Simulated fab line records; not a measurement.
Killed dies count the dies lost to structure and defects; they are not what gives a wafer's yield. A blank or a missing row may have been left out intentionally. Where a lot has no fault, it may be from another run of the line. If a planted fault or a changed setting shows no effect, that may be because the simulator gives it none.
Struck lot and sound lot, side by side -- flow sky130 -- 14 out of 708 route steps
Sound: the wafers L295.2, L295.3, L295.4. Wafers L288.2, L288.3, L288.4 were the ones struck. The cause is named last.
Each step with rows lists, per side, the tool, then ch with its chambers, then its first start. Under that, the readings that differ: sound wafers -- struck wafers -- difference of the means -- sigmas: that difference in standard deviations of wafers without a fault.
alike: readings whose means differ by less than 2 such deviations, and words and numbers that are the same on both sides. not compared: withheld readings, readings that some wafer has no value for, bounds like >300 that may hide the same value, and numbers for which the record gives no deviation and whose values overlap.
Wherever a step has rows on one side only, a row that says differs or no value, or a row with sigmas, the two part there. Numbers that don't overlap but have no deviation are shown without sigmas and don't part them. A reading that every wafer of one side lacks parts them only if that side has two wafers or more.

first, 4 steps without rows for these wafers: SKY_LDD_N_SOFTBAKE_03 (time 60 s); SKY_LDD_N_EXPOSE_04 (exposes mask NTM, target cd 840 nm); SKY_LDD_N_PEB_05; SKY_LDD_N_DEVELOP_06 (develop time 60 s).
SKY_LDD_N_OVL_MEAS_07:
  struck on overlay-01, day 21 18:05; sound on overlay-02, day 24 07:59
  alike: LDD_N_OVL
then, 7 steps without rows for these wafers: SKY_LDD_N_IMPLANT_08; SKY_LDD_N_IMPLANT_09; SKY_LDD_N_IMPLANT_10; SKY_LDD_N_IMPLANT_11; SKY_LDD_N_IMPLANT_12; SKY_LDD_N_IMPLANT_13; SKY_LDD_N_IMPLANT_14.
SKY_LDD_N_IMPLANT_15:
  struck on implanter-01, day 21 19:12; sound on implanter-01 ch 0, day 24 09:06
  no value came back on the struck wafers for beam energy keV, beam on s (s); on the sound wafers beam energy keV reads 49.995 49.986 50.011
SKY_LDD_N_STRIP_16: strips in O2/N2.
  sound on plasma asher-02 ch 0,1, day 24 09:13; struck on plasma asher-02 ch 0,1, day 21 19:19
  alike: drypump motor current A, oes product au, strip time to endpoint s
  not compared: rf hours counter h

== WHERE THEY PART ==
Within this record, at SKY_LDD_N_IMPLANT_15 only. Later steps at which nothing parts them and some readings are alike: SKY_LDD_N_STRIP_16.

WHY: whatever the simulator had introduced
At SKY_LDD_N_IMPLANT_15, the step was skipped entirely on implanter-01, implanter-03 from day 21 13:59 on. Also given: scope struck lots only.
